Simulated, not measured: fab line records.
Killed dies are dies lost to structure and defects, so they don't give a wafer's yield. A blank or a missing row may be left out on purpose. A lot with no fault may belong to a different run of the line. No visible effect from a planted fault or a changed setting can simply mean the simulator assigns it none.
Which of the tools did it? + flow sfq-line + 14 lots, 42 wafers sampled, at 5 steps of a route of 325

WHAT THE GAUGES SHOWED, per wafer
SFQ_INCOMING_BOW_MEAS_900. Usual: for INCOMING_BOW the level is -1 um and the standard deviation is 6.5.
| lot  | measured    | on            | INCOMING_BOW (um) | flag |
|------|-------------|---------------|-------------------|------|
| L563 | day 1 20:02 | film-metro-03 | -6 1 -2           |      |
| L564 | day 2 01:02 | film-metro-03 | 3 13 -6           |      |
| L572 | day 3 17:00 | film-metro-02 | -4 -13 3          |      |
| L573 | day 3 22:00 | film-metro-03 | -6 0 -3           |      |
| L574 | day 4 03:01 | film-metro-02 | -12 -10 -1        |      |
| L575 | day 4 08:01 | film-metro-02 | 10 -6 -11         |      |
| L576 | day 4 13:01 | film-metro-01 | 12 11 6           |      |
| L577 | day 4 18:04 | film-metro-02 | -4 0 -1           |      |
| L579 | day 5 04:01 | film-metro-01 | 4 -2 4            |      |
| L580 | day 5 09:01 | film-metro-02 | -2 11 -4          |      |
| L581 | day 5 14:00 | film-metro-03 | 3 -7 7            |      |
| L582 | day 5 19:00 | film-metro-03 | 3 -1 4            |      |
| L583 | day 6 00:02 | film-metro-03 | 17 4 -8           |      |
| L584 | day 6 05:04 | film-metro-02 | -4 0 2            |      |

SFQ_M1_RS_MEAS_909: uses a four-point probe to measure. Usual: for M1_NB_RS the level is 0.890 ohm/sq and the standard deviation is 0.0082.
| lot  | measured     | on            | M1_NB_RS (ohm/sq) | flag |
|------|--------------|---------------|-------------------|------|
| L563 | day 15 21:44 | film-metro-02 | 0.885 0.892 0.889 |      |
| L564 | day 16 17:37 | film-metro-01 | 0.895 0.887 0.891 |      |
| L572 | day 19 22:25 | film-metro-01 | - - -             | OFF  |
| L573 | day 20 21:01 | film-metro-03 | - - -             | OFF  |
| L574 | day 21 05:26 | film-metro-01 | 0.900 0.911 0.908 |      |
| L575 | day 21 11:26 | film-metro-01 | 0.888 0.884 0.890 |      |
| L576 | day 21 15:02 | film-metro-02 | 0.901 0.898 0.902 |      |
| L577 | day 21 17:29 | film-metro-03 | 0.880 0.876 0.884 |      |
| L579 | day 21 21:02 | film-metro-02 | 0.898 0.910 0.903 |      |
| L580 | day 22 01:50 | film-metro-01 | 0.895 0.892 0.894 |      |
| L581 | day 22 05:26 | film-metro-03 | 0.893 0.885 0.889 |      |
| L582 | day 22 10:14 | film-metro-02 | 0.891 0.882 0.888 |      |
| L583 | day 22 11:29 | film-metro-03 | 0.888 0.891 0.894 |      |
| L584 | day 22 14:01 | film-metro-02 | 0.893 0.890 0.890 |      |

TOOL THAT RAN EACH LOT (tool first, then ch and the chambers of the sampled wafers, then the start)
| lot  | SFQ_TRILAYER_L0_VIA_BARC_OPEN_VIA_ETCH_021 | SFQ_TRILAYER_M0_ETCH_METAL_ETCH_024 | SFQ_TRILAYER_M1_DEP_SPUTTER_037 |
|------|--------------------------------------------|-------------------------------------|---------------------------------|
| L563 | rie-diel-01 ch 0,1,2, day 6 22:47          | rie-metal-01 ch 0,1, day 11 05:13   | pvd-sputter-04, day 15 21:36    |
| L564 | rie-diel-01 ch 0,3, day 7 07:11            | rie-metal-01 ch 0,1, day 11 16:47   | pvd-sputter-04, day 16 17:29    |
| L572 | rie-diel-02 ch 1,3, day 10 20:43           | rie-metal-03 ch 0, day 15 05:49     | pvd-sputter-06, day 19 22:20    |
| L573 | rie-diel-01 ch 0,2, day 11 11:07           | rie-metal-03 ch 0,1, day 15 23:05   | pvd-sputter-03, day 20 20:56    |
| L574 | rie-diel-02 ch 0,1,3, day 11 12:19         | rie-metal-03 ch 1, day 16 01:29     | pvd-sputter-06, day 21 05:20    |
| L575 | rie-diel-04 ch 1,2,3, day 11 13:31         | rie-metal-02 ch 0,1, day 16 05:48   | pvd-sputter-04, day 21 11:20    |
| L576 | rie-diel-02 ch 1,2,3, day 11 15:55         | rie-metal-02 ch 0,1, day 16 08:32   | pvd-sputter-03, day 21 14:56    |
| L577 | rie-diel-04 ch 1,2,3, day 11 17:08         | rie-metal-02 ch 0,1, day 16 10:38   | pvd-sputter-06, day 21 17:20    |
| L579 | rie-diel-02 ch 0,1,3, day 11 19:31         | rie-metal-02 ch 0,1, day 16 14:12   | pvd-sputter-03, day 21 20:56    |
| L580 | rie-diel-04 ch 1,2,3, day 11 20:43         | rie-metal-02 ch 0,1, day 16 15:24   | pvd-sputter-03, day 22 01:44    |
| L581 | rie-diel-01 ch 2,3, day 11 21:55           | rie-metal-01 ch 0,1, day 16 19:00   | pvd-sputter-06, day 22 05:21    |
| L582 | rie-diel-02 ch 0,1,3, day 11 23:15         | rie-metal-02 ch 0,1, day 16 20:12   | pvd-sputter-04, day 22 10:09    |
| L583 | rie-diel-04 ch 1,2, day 12 00:19           | rie-metal-01 ch 0,1, day 16 21:26   | pvd-sputter-03, day 22 11:21    |
| L584 | rie-diel-01 ch 0,2,3, day 12 01:32         | rie-metal-01 ch 0,1, day 16 22:38   | pvd-sputter-06, day 22 13:52    |
- SFQ_TRILAYER_L0_VIA_BARC_OPEN_VIA_ETCH_021: etches BARC in O2, target depth 125 nm, time 41.7 s.
- SFQ_TRILAYER_M0_ETCH_METAL_ETCH_024: etches Nb in Cl2/Ar, stops on SiO2, target depth 240 nm, time 120 s.
- SFQ_TRILAYER_M1_DEP_SPUTTER_037: material Nb, target thk 200 nm, time 133.3 s.

WHAT THE TOOLS THEMSELVES READ (means of the sampled wafers that have a number; where no wafer has one, the mark that the record gives instead)
SFQ_TRILAYER_L0_VIA_BARC_OPEN_VIA_ETCH_021. Usual: drypump-motor-current-A 5.8 A, standard deviation 0.51; oes-product-au 0.688 a.u., standard deviation 0.0046.
| lot  | tool        | drypump-motor-current-A (A) | oes-product-au (a.u.) | flag |
|------|-------------|-----------------------------|-----------------------|------|
| L563 | rie-diel-01 | 6.2                         | 0.690                 |      |
| L564 | rie-diel-01 | 6.4                         | 0.688                 |      |
| L572 | rie-diel-02 | 5.9                         | 0.687                 |      |
| L573 | rie-diel-01 | 5.8                         | 0.684                 |      |
| L574 | rie-diel-02 | 6.0                         | 0.687                 |      |
| L575 | rie-diel-04 | 5.8                         | 0.688                 |      |
| L576 | rie-diel-02 | 5.7                         | 0.685                 |      |
| L577 | rie-diel-04 | 5.8                         | 0.691                 |      |
| L579 | rie-diel-02 | 6.0                         | 0.690                 |      |
| L580 | rie-diel-04 | 5.8                         | 0.691                 |      |
| L581 | rie-diel-01 | 5.7                         | 0.690                 |      |
| L582 | rie-diel-02 | 6.0                         | 0.689                 |      |
| L583 | rie-diel-04 | 5.8                         | 0.689                 |      |
| L584 | rie-diel-01 | 6.0                         | 0.685                 |      |

SFQ_TRILAYER_M0_ETCH_METAL_ETCH_024. Usual: drypump-motor-current-A 5.8 A, standard deviation 0.53; oes-product-au 0.891 a.u., standard deviation 0.0061.
| lot  | tool         | drypump-motor-current-A (A) | oes-product-au (a.u.) | flag |
|------|--------------|-----------------------------|-----------------------|------|
| L563 | rie-metal-01 | 5.6                         | 0.888                 |      |
| L564 | rie-metal-01 | 5.9                         | 0.898                 |      |
| L572 | rie-metal-03 | 6.6                         | 0.887                 |      |
| L573 | rie-metal-03 | 6.3                         | 0.893                 |      |
| L574 | rie-metal-03 | 6.1                         | 0.898                 |      |
| L575 | rie-metal-02 | 5.8                         | 0.893                 |      |
| L576 | rie-metal-02 | 5.5                         | 0.887                 |      |
| L577 | rie-metal-02 | 5.5                         | 0.882                 |      |
| L579 | rie-metal-02 | 5.5                         | 0.890                 |      |
| L580 | rie-metal-02 | 5.5                         | 0.893                 |      |
| L581 | rie-metal-01 | 5.6                         | 0.885                 |      |
| L582 | rie-metal-02 | 5.8                         | 0.889                 |      |
| L583 | rie-metal-01 | 5.6                         | 0.894                 |      |
| L584 | rie-metal-01 | 5.9                         | 0.896                 |      |

SFQ_TRILAYER_M1_DEP_SPUTTER_037. Usual: base-pressure-pa 1.33e-06 Pa, standard deviation 7.6e-08; cathode-dc-power-W 2000.0 W, standard deviation 0.36; throttle-valve-pct 29.6 %, standard deviation 1.1.
| lot  | tool           | base-pressure-pa (Pa) | cathode-dc-power-W (W) | throttle-valve-pct (%) | flag |
|------|----------------|-----------------------|------------------------|------------------------|------|
| L563 | pvd-sputter-04 | 1.31e-06              | 2000.1                 | 29.6                   |      |
| L564 | pvd-sputter-04 | 1.26e-06              | 1999.8                 | 29.6                   |      |
| L572 | pvd-sputter-06 | -                     | -                      | -                      | OFF  |
| L573 | pvd-sputter-03 | -                     | -                      | -                      | OFF  |
| L574 | pvd-sputter-06 | 1.36e-06              | 2000.0                 | 29.5                   |      |
| L575 | pvd-sputter-04 | 1.32e-06              | 2000.2                 | 30.4                   |      |
| L576 | pvd-sputter-03 | 1.30e-06              | 2000.0                 | 31.0                   |      |
| L577 | pvd-sputter-06 | 1.38e-06              | 2000.3                 | 28.4                   |      |
| L579 | pvd-sputter-03 | 1.30e-06              | 1999.9                 | 29.7                   |      |
| L580 | pvd-sputter-03 | 1.35e-06              | 2000.0                 | 29.6                   |      |
| L581 | pvd-sputter-06 | 1.32e-06              | 2000.1                 | 29.3                   |      |
| L582 | pvd-sputter-04 | 1.37e-06              | 2000.0                 | 29.6                   |      |
| L583 | pvd-sputter-03 | 1.33e-06              | 2000.0                 | 30.3                   |      |
| L584 | pvd-sputter-06 | 1.32e-06              | 2000.0                 | 29.8                   |      |

THE ANSWER, worked out from the rows above alone
Rule: a lot is off if the mean of its wafers that have a number lies more than 3 standard deviations from the usual mean. Also off: a lot with no number at a reading for which 4 or more lots have one. Where the step has rows for the other lots, those lots are counted as sound. First the gauges in route order, then the tools' own readings, where a lot's mean is used as printed above. At the first step where some lot is off, the reading lying furthest off is the one used; lots without a number count as furthest.
Off: L572, L573, seen at SFQ_M1_RS_MEAS_909 (M1_NB_RS). Without a number there: L572, L573.
If a tool, at a process step before that reading, ran all the lots that are off and no sound lot after the first of them, it fits. Not tried: the gauges at SFQ_M1_RS_MEAS_909; whatever is off there is also off at SFQ_TRILAYER_M1_DEP_SPUTTER_037, on other tools, and gauge error can't account for it. Of those tried, none fits.

WHAT THE SIMULATOR PUT IN
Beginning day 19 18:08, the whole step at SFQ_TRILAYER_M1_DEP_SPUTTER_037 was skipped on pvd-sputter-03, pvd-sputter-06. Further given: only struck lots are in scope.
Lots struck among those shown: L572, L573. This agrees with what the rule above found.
